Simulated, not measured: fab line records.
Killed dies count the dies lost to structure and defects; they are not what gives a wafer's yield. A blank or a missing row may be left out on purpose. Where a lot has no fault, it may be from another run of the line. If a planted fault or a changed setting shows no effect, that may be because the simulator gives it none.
2 desks, one fault || flow gf180mcu || numbers are kept per desk, each desk with only its own; the story behind them comes last

## AT THE METROLOGY DESK
What the gauges read for every lot (on any tool): the sampled wafers with a number, averaged. If a lot's mean is further than 4 standard deviations from the usual mean, the lot is out of limits and carries the mark OUT (the distance appears in the brackets).
Columns: A = NWELL_OVL at GF_NWELL_OVL_MEAS_07, usual -0.3 nm; B = NSD_TW at GF_NSD_TW_MEAS_12, usual 4250; C = cd_nm at GF_SAB_CD_MEAS_09, usual 420.2 nm
{"lot": "L599", "first seen here": "day 3 16:56", "A": 0.3, "B": 4329, "C": 424.7}
{"lot": "L600", "first seen here": "day 3 23:08", "A": -0.4, "B": 4226, "C": 423.0}
{"lot": "L601", "first seen here": "day 4 03:44", "A": 1.6, "B": 4299, "C": 419.6}
{"lot": "L602", "first seen here": "day 4 10:38", "A": 0.5, "B": 4294, "C": 418.9}
{"lot": "L603", "first seen here": "day 4 15:06", "A": -3.4, "B": 4198, "C": 423.1}
{"lot": "L604", "first seen here": "day 4 21:08", "A": 0.0, "B": 4320, "C": 420.9}
{"lot": "L608", "first seen here": "day 5 17:56", "A": -0.8, "B": 4227, "C": 416.9}
{"lot": "L613", "first seen here": "day 7 03:16", "A": -0.8, "B": 4174, "C": 419.6}
{"lot": "L614", "first seen here": "day 7 08:59", "A": -1.3, "B": 4201, "C": 419.3}
{"lot": "L615", "first seen here": "day 7 13:23", "A": -0.8, "B": 4210, "C": 418.3}
{"lot": "L616", "first seen here": "day 7 15:04", "A": -0.8, "B": 4348, "C": 419.2}
{"lot": "L617", "first seen here": "day 7 22:36", "A": -2.5, "B": 4222, "C": 422.1}
{"lot": "L618", "first seen here": "day 8 04:10", "A": -0.1, "B": 4252, "C": 418.0}
{"lot": "L620", "first seen here": "day 8 13:22", "A": 0.9, "B": 4314, "C": 422.8}
Finding of this desk: none of the 14 lots has anything out of limits.

## TOOL OWNER'S DESK, lpcvd-02
The tool's own readings at GF_HV_LDD_CVD_56 (deposits Si3N4 from DCS/NH3, target thk 90 nm, time 1543 s): means of the sampled wafers that have a number, for each lot that ran on this tool. If a lot's mean is further than 4 standard deviations from the usual mean, the lot is out of limits and carries the mark OUT (the distance appears in the brackets).
Columns: A = spike_tc_upper_C at GF_HV_LDD_CVD_56, usual 770.0 C; B = susceptor_temp_C at GF_HV_LDD_CVD_56, usual 769.9 C; C = zone_power_bottom_pct at GF_HV_LDD_CVD_56, usual 21.0 %; D = zone_power_centre_pct at GF_HV_LDD_CVD_56, usual 14.3 %
{"lot": "L601", "first seen here": "day 14 03:13", "A": 768.9, "B": 770.1, "C": 15.8, "D": 14.2}
{"lot": "L602", "first seen here": "day 14 07:43", "A": 769.7, "B": 770.3, "C": 15.9, "D": 14.4}
{"lot": "L603", "first seen here": "day 14 17:07", "A": 769.6, "B": "771.7 (+5.5) OUT", "C": 15.8, "D": 14.3}
{"lot": "L604", "first seen here": "day 15 03:02", "A": 771.8, "B": "771.3 (+4.4) OUT", "C": 19.7, "D": 12.6}
{"lot": "L613", "first seen here": "day 18 00:13", "A": 771.0, "B": 769.8, "C": 19.9, "D": 12.6}
{"lot": "L616", "first seen here": "day 18 21:38", "A": 768.9, "B": 770.3, "C": 19.9, "D": 12.7}
{"lot": "L617", "first seen here": "day 19 04:40", "A": 770.2, "B": 769.9, "C": 19.8, "D": 12.6}
This desk finds L603, L604 out of limits, L603 being first, at day 14 17:07 (susceptor_temp_C at GF_HV_LDD_CVD_56). In limits: L601, L602, L613, L616, L617.

## BROUGHT TOGETHER
The tool owner's desk could have raised an alarm at day 14 17:07, on L603, L604.
Nothing out of limits was seen by the metrology desk.
The metrology desk has L603, L604 on record, within its limits.
Of the lots named, all ran GF_HV_LDD_CVD_56 on lpcvd-02.

## WHAT WAS PUT IN BY THE SIMULATOR
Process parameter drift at GF_HV_LDD_CVD_56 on lpcvd-02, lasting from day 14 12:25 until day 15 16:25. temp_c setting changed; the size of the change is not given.
Shown lots that were struck: L603, L604.
Delay in hours, fault start to first out-of-limits reading, by desk: the tool owner's desk at 5.
